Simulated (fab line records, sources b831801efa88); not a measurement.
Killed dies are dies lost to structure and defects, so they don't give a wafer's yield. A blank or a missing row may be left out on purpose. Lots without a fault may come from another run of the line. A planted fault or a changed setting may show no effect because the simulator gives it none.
Chamber matching | flow gf180mcu | GF_V3_CMP_26 on cmp-02: 4 sister chambers
The step polishes, stops on SiO2, t overpolish 15 s, target thk 0 nm. 8 wafers are shown with their chamber, then 6 later ones without.

WAFERS WITH THEIR CHAMBER
wafer  | chamber | motor_current_A (A) | time_to_endpoint_s (s)
L349.5 | 2       | 10.8                | 83
L362.2 | 2       | 10.7                | 84
L365.2 | 0       | 12.9                | 75
L365.3 | 1       | 10.1                | 88
L365.6 | 3       | 10.4                | 74
L366.1 | 0       | 12.2                | 85
L366.3 | 1       | 10.2                | 91
L366.4 | 3       | 11.3                | 80

WAFERS WITHOUT THEIR CHAMBER
wafer  | motor_current_A (A) | time_to_endpoint_s (s)
L370.2 | 12.7                | 79
L370.4 | 10.8                | 77
L370.6 | 10.2                | 80
L371.3 | 9.7                 | 103
L371.5 | 11.4                | 86
L371.6 | 10.4                | 85

WHICH CHAMBER EACH WENT THROUGH
wafer  | from the rows above               | in truth
L370.2 | 0                                 | 0
L370.4 | can't be placed: 3 or 2           | 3
L370.6 | can't be placed: 2 or 3 or 1      | 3
L371.3 | can't be placed: 1 or 2           | 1
L371.5 | can't be placed: 2 or 3 or 0 or 1 | 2
L371.6 | can't be placed: 2 or 1 or 3      | 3
Placed correctly: 1 of 6. Can't be placed from these rows: 5 (the true chamber is among the candidates in 5). Placed wrongly: 0.
How it was worked out, from the rows above alone: a wafer's distance from a chamber is the root of the sum, over the readings, of the square of ((its reading less the chamber's mean) divided by the reading's scatter). The wafer belongs to the nearest chamber; if the next one is less than 2 further off, it can't be placed. A chamber's mean is the mean of its shown wafers. The scatter: the root of (the sum of the squares of (reading less its chamber's mean) over the shown wafers, divided by (wafers less chambers)).
